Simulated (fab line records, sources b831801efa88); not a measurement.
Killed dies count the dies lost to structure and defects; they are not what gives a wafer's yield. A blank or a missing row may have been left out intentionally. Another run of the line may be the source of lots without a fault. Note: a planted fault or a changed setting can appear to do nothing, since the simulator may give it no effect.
Which tool is to blame? -- flow gf180mcu -- 21 wafers from 7 lots sampled at 4 of the route's 602 steps

== WHAT THE GAUGES SHOWED, per wafer ==
GF_CONTACT_THK_MEAS_03.
lot,measured,on,CONTACT_CVD_02_THK (nm)
L485,day 17 00:47,film-metro-04,845 842 863
L488,day 17 21:59,film-metro-02,849 852 851
L490,day 18 19:32,film-metro-04,849 850 869
L493,day 19 20:45,film-metro-04,838 872 865
L501,day 22 17:07,film-metro-02,828 869 846
L503,day 23 13:26,film-metro-02,851 859 877

== WHICH TOOL RAN EACH LOT (tool, then ch and the chambers of the sampled wafers, then the start) ==
lot,GF_SALICIDE_WET_ETCH_01,GF_SALICIDE_SPUTTER_02,GF_SALICIDE_RTA_06
L485,"wet-bench-04 ch 1, day 17 00:02","pvd-sputter-02, day 17 00:05","rtp-anneal-01 ch 0, day 17 00:19"
L488,"wet-bench-04 ch 1, day 17 21:14","pvd-sputter-02, day 17 21:17","rtp-anneal-02 ch 0, day 17 21:31"
L490,"wet-bench-03 ch 0, day 18 18:48","pvd-sputter-03, day 18 18:50","rtp-anneal-02 ch 0, day 18 19:04"
L493,"wet-bench-01 ch 1, day 19 19:59","pvd-sputter-01, day 19 20:02","rtp-anneal-02 ch 0, day 19 20:17"
L497,"wet-bench-03 ch 0, day 21 05:45","pvd-sputter-01, day 21 05:47","rtp-anneal-01 ch 0, day 21 06:02"
L501,"wet-bench-01 ch 2, day 22 16:20","pvd-sputter-03, day 22 16:23","rtp-anneal-01 ch 0, day 22 16:37"
L503,"wet-bench-03 ch 3, day 23 12:41","pvd-sputter-03, day 23 12:44","rtp-anneal-02 ch 0, day 23 12:58"
- GF_SALICIDE_WET_ETCH_01: etches SiO2 in dHF, target depth 5 nm, time 100 s.
- GF_SALICIDE_SPUTTER_02: material Co, target thk 10 nm, time 20 s.
- GF_SALICIDE_RTA_06: time 30 s.

== THE ANSWER, worked out from the rows above alone ==
Rule: what is usual is taken from the lots themselves. The widest of any qualifying gaps counts: lots, ordered by their means at a reading, are off when they make up no more than a third of the lots, leave a main group of 4 or more, and stand apart from it by 3 or more times the standard deviation of that group's means. A main group whose means are all the same, to the digits that the tables above print for the reading, isn't used. Also off: a lot with no number at a reading for which 4 or more lots have one. All remaining lots with rows at the step are treated as sound.
Nothing can be told from this: no lot is off at any reading shown.

== WHAT WAS PUT IN BY THE SIMULATOR ==
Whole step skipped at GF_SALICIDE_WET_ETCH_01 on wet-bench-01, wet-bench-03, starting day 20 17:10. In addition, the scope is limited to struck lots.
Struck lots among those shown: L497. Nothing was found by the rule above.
